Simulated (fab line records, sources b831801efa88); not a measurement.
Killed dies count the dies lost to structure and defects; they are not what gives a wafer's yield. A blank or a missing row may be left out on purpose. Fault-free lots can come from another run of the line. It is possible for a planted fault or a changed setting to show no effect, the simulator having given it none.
Matching of chambers -- flow sfq-line -- SFQ_TRILAYER_I0_VIA_BARC_OPEN_VIA_ETCH_046 on rie-diel-01 has 4 sister chambers
The step etches BARC in O2, target depth 125 nm, time 41.7 s. 4 wafers are shown with their chamber, then 7 later ones without.

## WAFERS WITH THEIR CHAMBER
wafer,chamber,run-length-s (s)
L900.2,1,69.6
L908.1,3,69.6
L914.2,0,70.5
L914.4,2,70.3

## WAFERS MISSING THEIR CHAMBER
wafer,run-length-s (s)
L914.6,70.3
L915.3,70.4
L915.4,70.0
L915.5,69.4
L916.2,69.8
L916.3,69.7
L916.5,69.9

## WHICH CHAMBER EACH ONE RAN IN
wafer,from the rows above,in truth
L914.6,can't be placed: 2 or 0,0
L915.3,can't be placed: 0 or 2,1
L915.4,can't be placed: 2 or 1 or 3 or 0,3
L915.5,can't be placed: 1 or 3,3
L916.2,can't be placed: 1 or 3 or 2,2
L916.3,can't be placed: 1 or 3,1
L916.5,can't be placed: 1 or 3 or 2 or 0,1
Placed correctly: 0 of 7. Not placeable from these rows: 7 (in 6, the candidates include the true chamber). Number placed wrongly: 0.
How it was worked out, from the rows above alone: a wafer's distance from a chamber is the root of the sum, over the readings, of the square of ((its reading less the chamber's mean) divided by the reading's scatter). If the next closest chamber is less than 2 further off than the closest, the wafer can't be placed; otherwise it belongs to the closest. The mean given for a chamber averages the wafers shown for that chamber. The scatter: root of mean squared gap, hidden wafer to nearest shown wafer, with one shown wafer a chamber.
